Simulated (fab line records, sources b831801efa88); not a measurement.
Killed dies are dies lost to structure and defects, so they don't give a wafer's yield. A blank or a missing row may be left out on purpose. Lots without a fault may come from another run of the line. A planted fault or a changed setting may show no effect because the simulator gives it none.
A struck lot beside a sound one | flow sky130 | 36 steps out of a route of 708
Sound: wafers L860.2, L860.3, L860.6. Struck: wafers L843.4, L843.5, L843.6. The cause comes at the end.
At each step with rows: each side's tool, then ch and its chambers, then its first start. Under that, the readings that differ: sound wafers | struck wafers | difference of the means | sigmas: that difference in standard deviations of wafers without a fault.
alike: readings whose means differ by less than 2 such deviations, and words and numbers that are the same on both sides. not compared: withheld readings, readings that some wafer has no value for, bounds like >300 that may hide the same value, and numbers for which the record gives no deviation and whose values overlap.
The two part at a step that has a row with sigmas, a row that says differs or no value, or rows on one side only. Numbers that don't overlap but have no deviation are shown without sigmas and don't part them. A reading that every wafer of one side lacks parts them only if that side has two wafers or more.

first, 10 steps without rows for these wafers: SKY_GATE_OXIDE_COAT_05 (resist thk 1140 nm); SKY_GATE_OXIDE_SOFTBAKE_06 (time 60 s); SKY_GATE_OXIDE_EXPOSE_07 (exposes mask LVOM, target cd 600 nm); SKY_GATE_OXIDE_PEB_08; SKY_GATE_OXIDE_DEVELOP_09 (develop time 60 s); SKY_GATE_OXIDE_IMPLANT_11; SKY_GATE_OXIDE_WET_ETCH_12 (etches SiO2 in dHF, target depth 16.8 nm, time 336 s); SKY_GATE_OXIDE_STRIP_13 (strips in O2/N2); SKY_GATE_OXIDE_CLEAN_15 (cleans in SC1/SC2, time 150 s); SKY_GATE_OXIDE_OXIDATION_16 (stabilise 600 s, purge 300 s, target thk 3.57 nm).
SKY_POLY_GATE_CVD_00: deposits poly-Si, target thk 180 nm, time 720 s.
  sound on lpcvd-01 ch 0, day 21 00:41; struck on lpcvd-01 ch 1, day 14 10:11
  reading                                       | sound             | struck          | difference | sigmas
  model.poly-Si_of_POLY_GATE_CVD_00.thk_nm (nm) | 175.6 177.2 178.2 | 188 186.8 186.4 | +10        |
SKY_POLY_GATE_THK_MEAS_01:
  sound on film_metro-02, day 21 01:53; struck on film_metro-02, day 14 11:25
  reading                   | sound             | struck            | difference | sigmas
  POLY_GATE_CVD_00_THK (nm) | 175.6 177.1 178.2 | 188.1 187.0 186.4 | +10.2      | +6
then, 9 steps without rows for these wafers: SKY_RES_PROTECT_DEHYDRATE_00 (time 60 s); SKY_RES_PROTECT_HMDS_01 (prime time 60 s); SKY_RES_PROTECT_COAT_02 (resist thk 1140 nm); SKY_RES_PROTECT_SOFTBAKE_03 (time 60 s); SKY_RES_PROTECT_EXPOSE_04 (exposes mask RPM, target cd 1270 nm); SKY_RES_PROTECT_PEB_05; SKY_RES_PROTECT_DEVELOP_06 (develop time 60 s); SKY_POLY_GATE_IMPLANT_02; SKY_RES_PROTECT_STRIP_07 (strips in O2/N2).
SKY_RES_PROTECT_CLEAN_09: cleans in SC1/SC2, time 150 s.
  sound on wet_bench-04 ch 2, day 22 09:02; struck on wet_bench-04 ch 2, day 15 14:21
  reading                                       | sound             | struck            | difference | sigmas
  model.poly-Si_of_POLY_GATE_CVD_00.thk_nm (nm) | 174.9 176.5 177.6 | 187.4 186.2 185.7 | +10.1      |
then, 11 steps without rows for these wafers: SKY_POLY_GATE_CVD_03 (deposits Si3N4 from DCS/NH3, target thk 75 nm, time 1290 s); SKY_POLY_GATE_DEHYDRATE_05 (time 60 s); SKY_POLY_GATE_HMDS_06 (prime time 60 s); SKY_POLY_GATE_COAT_07 (resist thk 110 nm); SKY_POLY_GATE_COAT_08 (resist thk 450 nm); SKY_POLY_GATE_SOFTBAKE_09 (time 90 s); SKY_POLY_GATE_EXPOSE_10 (exposes mask P1M, target cd 150 nm); SKY_POLY_GATE_PEB_11; SKY_POLY_GATE_DEVELOP_12 (develop time 60 s); SKY_POLY_GATE_ETCH_15 (etches BARC in N2/H2, stops on SiO2, time 118.5 s, target depth 110 nm); SKY_POLY_GATE_ETCH_16 (etches Si3N4 in CH3F/O2, stops on poly-Si, time 147.5 s, target depth 75 nm).
SKY_POLY_GATE_ETCH_17: etches poly-Si in HBr/Cl2, stops on SiO2, target depth 180 nm, time 70.5 s.
  sound on rie_si-01 ch 0,2, day 23 17:41; struck on rie_si-02 ch 0,1,2, day 16 20:40
  reading               | sound             | struck            | difference | sigmas
  oes_product_au (a.u.) | 0.964 0.984 0.980 | 0.995 0.995 1.000 | +0.021     | +3
  alike: drypump_motor_current_A, rf_fwd_power_W, throttle_valve_pct
  not compared: rf_hours_counter_h, model.POLY_GATE.feature_depth_nm, model.etch.depth_nm
then, 1 step without rows for these wafers: SKY_POLY_GATE_STRIP_18 (strips in O2/N2).
-- the record jumps here: 29 days lie between the struck wafers' starts before and after (it left off in module POLY_GATE and takes up again in module PAD_OPEN, whose first step shown is number 708 of the route) --
SKY_PAD_OPEN_PROBE_99:
  sound on prober-01, day 50 06:30; struck on prober-01, day 45 22:11
  alike: killed_at_M0_to_M3, killed_at_M4_up, killed_at_contacts, killed_at_front_end, killed_at_other, killed_dies, killed_open, killed_short
  not compared: model.etest.res_high_po.rs_ohm_sq, model.etest.res_poly.rs_ohm_sq

WHERE THEY PART
First at SKY_POLY_GATE_THK_MEAS_01; last, within this record, at SKY_POLY_GATE_ETCH_17. Later steps at which nothing parts them and some readings are alike: SKY_PAD_OPEN_PROBE_99.

WHY: what the simulator had put in
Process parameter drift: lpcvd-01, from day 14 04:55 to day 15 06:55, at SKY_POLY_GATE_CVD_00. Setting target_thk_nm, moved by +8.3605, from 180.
